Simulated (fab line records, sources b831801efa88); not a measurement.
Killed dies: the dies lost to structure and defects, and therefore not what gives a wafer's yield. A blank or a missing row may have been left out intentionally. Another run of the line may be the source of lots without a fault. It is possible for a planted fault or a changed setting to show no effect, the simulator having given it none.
Which tool did it?	flow gf180mcu	12 lots, 36 wafers sampled, at 6 steps of a route of 602

== WHAT THE GAUGES SHOWED, per wafer ==
GF_HV_LDD_CD_MEAS_19 targets a cd of 400 nm.
lot	measured	on	cd nm (nm)
L688	day 12 01:17	cd sem-01	399.2 401.5 400.8
L689	day 12 14:33	cd sem-01	402.2 404.0 405.4
L690	day 12 19:34	cd sem-01	398.7 400.0 400.9
L691	day 13 02:25	cd sem-01	396.4 395.7 398.6
L693	day 13 19:16	cd sem-02	397.7 396.6 395.2
L698	day 15 09:20	cd sem-02	399.7 400.4 400.1
L700	day 15 19:43	cd sem-02	409.8 406.4 408.1
L701	day 16 03:26	cd sem-02	407.0 410.0 410.5
L702	day 16 15:20	cd sem-01	410.2 409.0 411.9
L709	day 18 14:01	cd sem-02	399.0 398.9 398.0
L710	day 19 00:04	cd sem-01	398.2 400.6 400.2
L711	day 19 05:36	cd sem-01	396.7 397.8 394.8

GF_M4_CD_MEAS_14 targets a cd of 280 nm.
lot	measured	on	cd nm (nm)
L688	day 25 13:02	cd sem-01	281.6 280.9 280.0
L689	day 26 00:31	cd sem-01	281.3 281.1 280.8
L690	day 26 06:47	cd sem-01	281.1 279.4 280.1
L691	day 26 15:08	cd sem-02	280.4 281.6 280.4
L693	day 27 06:58	cd sem-02	280.3 280.6 280.4
L698	day 28 19:40	cd sem-01	279.0 279.7 279.5
L700	day 29 06:14	cd sem-01	279.8 280.2 280.0
L701	day 29 13:08	cd sem-02	278.3 279.1 278.9
L702	day 29 23:11	cd sem-02	282.8 283.6 282.4
L709	day 31 14:46	cd sem-01	280.5 281.4 279.6
L710	day 31 23:01	cd sem-01	277.8 278.9 277.8
L711	day 32 02:27	cd sem-02	279.1 278.9 279.9

== WHAT TOOL EACH LOT RAN ON (gives the tool, then ch and the chambers of the sampled wafers, and finally the start) ==
lot	GF_HV_LDD_COAT_14	GF_HV_LDD_STRIP_22	GF_M4_SPUTTER_00	GF_M4_SPUTTER_02
L688	litho track-04 ch 0, day 11 14:29	plasma asher-02 ch 0,1, day 12 01:35	pvd sputter-04, day 24 14:13	pvd sputter-04, day 24 14:20
L689	litho track-03 ch 0, day 12 03:37	plasma asher-03 ch 0,1, day 12 14:51	pvd sputter-04, day 25 02:19	pvd sputter-04, day 25 02:26
L690	litho track-03 ch 0, day 12 08:16	plasma asher-03 ch 0,1, day 12 19:52	pvd sputter-03, day 25 08:10	pvd sputter-03, day 25 08:17
L691	litho track-03 ch 0, day 12 16:16	plasma asher-04 ch 0,1, day 13 02:44	pvd sputter-03, day 25 16:58	pvd sputter-03, day 25 17:06
L693	litho track-04 ch 0, day 13 08:16	plasma asher-03 ch 0,1, day 13 19:34	pvd sputter-04, day 26 08:33	pvd sputter-04, day 26 08:41
L698	litho track-03 ch 0, day 14 21:41	plasma asher-04 ch 0,1, day 15 09:37	pvd sputter-03, day 27 22:47	pvd sputter-03, day 27 22:55
L700	litho track-03 ch 0, day 15 07:49	plasma asher-03 ch 0,1, day 15 20:01	pvd sputter-02, day 28 09:21	pvd sputter-02, day 28 09:29
L701	litho track-03 ch 0, day 15 15:56	plasma asher-04 ch 0,1, day 16 03:43	pvd sputter-03, day 28 15:58	pvd sputter-03, day 28 16:06
L702	litho track-03 ch 0, day 16 03:11	plasma asher-04 ch 0,1, day 16 15:37	pvd sputter-03, day 29 02:06	pvd sputter-03, day 29 02:14
L709	litho track-04 ch 0, day 18 01:49	plasma asher-02 ch 0,1, day 18 14:19	pvd sputter-04, day 30 19:39	pvd sputter-04, day 30 19:47
L710	litho track-03 ch 0, day 18 12:16	plasma asher-03 ch 0,1, day 19 00:22	pvd sputter-04, day 31 04:00	pvd sputter-04, day 31 04:08
L711	litho track-02 ch 0, day 18 17:19	plasma asher-02 ch 0,1, day 19 05:54	pvd sputter-02, day 31 07:18	pvd sputter-02, day 31 07:26
- GF_HV_LDD_COAT_14: resist thk 1000 nm.
- GF_HV_LDD_STRIP_22: strips in O2/N2.
- GF_M4_SPUTTER_00: material Ti, target thk 37.5 nm, time 150 s.
- GF_M4_SPUTTER_02: material AlCu, target thk 450 nm, time 23.9 s.

== AS READ BY THE TOOLS THEMSELVES (means over the sampled wafers that have a number; for cases with no such wafer, the mark the record gives instead) ==
GF_HV_LDD_STRIP_22.
lot	tool	drypump motor current A (A)	heater power w (W)	oes product au (a.u.)	strip time to endpoint s (s)
L688	plasma asher-02	6.1	333	0.712	12.66
L689	plasma asher-03	6.3	296	0.713	12.60
L690	plasma asher-03	6.1	304	0.715	12.58
L691	plasma asher-04	5.7	338	0.722	12.61
L693	plasma asher-03	6.3	295	0.716	12.66
L698	plasma asher-04	5.7	334	0.716	12.65
L700	plasma asher-03	6.3	300	0.714	11.61
L701	plasma asher-04	5.7	335	0.714	11.55
L702	plasma asher-04	5.7	358	0.717	11.58
L709	plasma asher-02	6.2	363	0.715	12.61
L710	plasma asher-03	6.1	302	0.718	12.68
L711	plasma asher-02	6.0	338	0.715	12.59

GF_M4_SPUTTER_00.
lot	tool	chamber pressure pa (Pa)	substrate temp c (C)	throttle valve pct (%)
L688	pvd sputter-04	2.004	200.02	30.1
L689	pvd sputter-04	2.002	199.98	30.2
L690	pvd sputter-03	2.000	199.90	30.8
L691	pvd sputter-03	2.001	200.12	30.8
L693	pvd sputter-04	1.999	200.04	30.5
L698	pvd sputter-03	1.999	199.94	29.8
L700	pvd sputter-02	2.007	199.86	29.6
L701	pvd sputter-03	2.000	200.00	30.4
L702	pvd sputter-03	1.996	200.01	30.0
L709	pvd sputter-04	2.005	199.98	30.2
L710	pvd sputter-04	1.994	200.05	30.0
L711	pvd sputter-02	1.995	200.09	30.5

GF_M4_SPUTTER_02.
lot	tool	chamber pressure pa (Pa)	throttle valve pct (%)
L688	pvd sputter-04	0.3998	30.1
L689	pvd sputter-04	0.4001	30.2
L690	pvd sputter-03	0.4001	30.8
L691	pvd sputter-03	0.4003	30.8
L693	pvd sputter-04	0.4002	30.2
L698	pvd sputter-03	0.3999	29.9
L700	pvd sputter-02	0.3993	29.8
L701	pvd sputter-03	0.3990	30.4
L702	pvd sputter-03	0.3998	30.1
L709	pvd sputter-04	0.3997	30.2
L710	pvd sputter-04	0.3995	30.0
L711	pvd sputter-02	0.4005	30.5

== THE ANSWER, worked out from the rows above alone ==
Rule: usual is defined by the lots themselves. Put in order of their means at a reading, lots are off if they are a third of the lots or fewer, leave a main group of 4 or more, and stand apart from it by a gap of 3 or more times the standard deviation of the main group's means; of several such gaps the widest counts. Not used: any main group whose means are identical at the precision the tables above print for the reading. A lot without any number at a reading at which 4 lots or more have one is off too. Any other lot the step has rows for is counted as sound. First the gauges in route order, then the tools' own readings, where a lot's mean is used as printed above. At the first step where some lot is off, the reading lying furthest off is the one used; lots without a number count as furthest.
Off: L700, L701, L702 (GF_HV_LDD_STRIP_22, strip time to endpoint s). For the main group the mean is 12.63 s and the standard deviation 0.034.
If a tool, at that step or one of the process steps before it, ran each lot that is off and ran no sound lot following the first of them, it fits. No candidate that was tried fits.

== WHAT HAD BEEN PUT IN BY THE SIMULATOR ==
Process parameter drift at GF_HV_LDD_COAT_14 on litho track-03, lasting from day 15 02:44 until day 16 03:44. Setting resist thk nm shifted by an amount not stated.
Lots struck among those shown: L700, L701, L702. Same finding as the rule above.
